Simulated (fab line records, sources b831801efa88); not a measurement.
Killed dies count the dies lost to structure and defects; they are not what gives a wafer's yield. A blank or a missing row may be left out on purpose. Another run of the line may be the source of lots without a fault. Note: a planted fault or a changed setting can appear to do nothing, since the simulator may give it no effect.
Which tool did it? ; flow sky130 ; 39 wafers from 13 lots sampled at 4 of the route's 708 steps

WHAT THE GAUGES READ, wafer by wafer
SKY_SONOS_TUNNEL_CD_MEAS_07 targets a cd of 410 nm.
lot;measured;on;cd-nm (nm)
L766;day 11 07:58;cd-sem-02;408.1 406.5 408.0
L767;day 11 15:41;cd-sem-02;411.6 411.6 414.5
L769;day 12 03:44;cd-sem-01;411.5 411.8 413.3
L770;day 12 13:58;cd-sem-02;409.5 409.2 409.1
L771;day 12 19:32;cd-sem-01;410.7 410.3 411.1
L773;day 13 16:25;cd-sem-01;414.1 414.2 412.4
L774;day 13 22:59;cd-sem-01;407.5 405.7 407.3
L775;day 14 14:33;cd-sem-01;404.4 402.1 405.3
L781;day 16 16:49;cd-sem-01;411.4 409.5 411.8
L786;day 17 21:44;cd-sem-01;408.6 407.9 409.6
L787;day 18 08:59;cd-sem-01;410.0 408.5 409.7
L788;day 18 16:58;cd-sem-01;411.8 408.9 413.0
L789;day 19 02:08;cd-sem-01;404.5 402.3 405.0

SKY_SONOS_ONO_THK_MEAS_01.
lot;measured;on;SONOS_ONO_OXIDATION_THK (nm)
L766;day 11 09:56;film-metro-02;2.56 2.55 2.47
L767;day 11 19:34;film-metro-02;2.62 2.65 2.58
L769;day 12 06:47;film-metro-01;2.54 2.53 2.51
L770;day 12 16:11;film-metro-02;2.52 2.56 2.55
L771;day 12 22:59;film-metro-04;2.65 2.50 2.60
L773;day 13 19:32;film-metro-01;2.62 2.51 2.51
L774;day 14 02:04;film-metro-02;2.51 2.50 2.44
L775;day 14 17:31;film-metro-01;2.54 2.65 2.60
L781;day 16 19:28;film-metro-01;2.62 2.59 2.63
L786;day 18 01:27;film-metro-02;2.51 2.54 2.51
L787;day 18 11:06;film-metro-02;2.56 2.52 2.68
L788;day 18 19:59;film-metro-01;2.61 2.65 2.61
L789;day 19 04:12;film-metro-04;2.54 2.57 2.52

WHAT TOOL EACH LOT RAN ON (gives the tool, then ch and the chambers of the sampled wafers, and finally the start)
lot;SKY_NWELL_EXPOSE_07;SKY_VT_ADJUST_HVTR_STRIP_10
L766;iline-stepper-02 ch 0, day 4 06:35;plasma-asher-04 ch 0, day 9 11:03
L767;iline-stepper-01 ch 0, day 4 10:34;plasma-asher-04 ch 0,1, day 9 17:39
L769;iline-stepper-02 ch 0, day 4 20:58;plasma-asher-04 ch 0,1, day 10 05:06
L770;iline-stepper-01 ch 0, day 5 03:13;plasma-asher-02 ch 0,1, day 10 14:38
L771;iline-stepper-01 ch 0, day 5 08:16;plasma-asher-03 ch 0,1, day 10 19:53
L773;iline-stepper-02 ch 0, day 5 23:14;plasma-asher-02 ch 0,1, day 11 15:12
L774;iline-stepper-02 ch 0, day 6 01:56;plasma-asher-02 ch 0,1, day 11 21:08
L775;iline-stepper-01 ch 0, day 6 12:30;plasma-asher-04 ch 0,1, day 12 11:35
L781;iline-stepper-01 ch 0, day 8 01:53;plasma-asher-04 ch 0,1, day 14 09:27
L786;iline-stepper-02 ch 0, day 8 22:10;plasma-asher-02 ch 0,1, day 15 12:59
L787;iline-stepper-02 ch 0, day 9 06:50;plasma-asher-02 ch 0,1, day 15 23:18
L788;iline-stepper-02 ch 0, day 9 10:41;plasma-asher-02 ch 0,1, day 16 06:00
L789;iline-stepper-01 ch 0, day 9 19:53;plasma-asher-04 ch 0,1, day 16 15:24
- SKY_NWELL_EXPOSE_07: exposes mask NWM, target cd 840 nm.
- SKY_VT_ADJUST_HVTR_STRIP_10: strips in O2/N2.

AS READ BY THE TOOLS THEMSELVES (means over the sampled wafers that have a number; for cases with no such wafer, the mark the record gives instead)
SKY_VT_ADJUST_HVTR_STRIP_10.
lot;tool;drypump-motor-current-A (A);o2-flow-sccm (sccm);oes-product-au (a.u.);strip-time-to-endpoint-s (s)
L766;plasma-asher-04;5.6;3004;0.717;14.25
L767;plasma-asher-04;5.5;3011;0.716;14.14
L769;plasma-asher-04;5.5;2993;0.716;14.16
L770;plasma-asher-02;5.1;2998;0.711;14.15
L771;plasma-asher-03;6.1;3000;0.715;14.19
L773;plasma-asher-02;5.1;3013;0.716;14.19
L774;plasma-asher-02;5.0;3001;0.715;14.20
L775;plasma-asher-04;5.5;3004;0.718;14.18
L781;plasma-asher-04;5.5;2998;0.715;14.19
L786;plasma-asher-02;5.0;3006;0.718;14.15
L787;plasma-asher-02;5.0;3007;0.714;14.18
L788;plasma-asher-02;5.1;3014;0.715;14.19
L789;plasma-asher-04;5.6;3005;0.716;14.21

THE ANSWER, worked out from the rows above alone
Rule: the lots themselves supply what counts as usual. The widest of any qualifying gaps counts: lots, ordered by their means at a reading, are off when they make up no more than a third of the lots, leave a main group of 4 or more, and stand apart from it by 3 or more times the standard deviation of that group's means. If all means in a main group match to the digits the tables above print for the reading, that group is not used. Also off: a lot with no number at a reading for which 4 or more lots have one. The other lots that the step has rows for count as sound. After the gauges, taken in route order, come the tools' own readings; for these a lot's mean is taken, as printed above. At the first step where some lot is off, the reading lying furthest off is the one used; lots without a number count as furthest.
Nothing can be told from this: no lot is off at any reading shown.

WHAT THE SIMULATOR HAD PUT IN
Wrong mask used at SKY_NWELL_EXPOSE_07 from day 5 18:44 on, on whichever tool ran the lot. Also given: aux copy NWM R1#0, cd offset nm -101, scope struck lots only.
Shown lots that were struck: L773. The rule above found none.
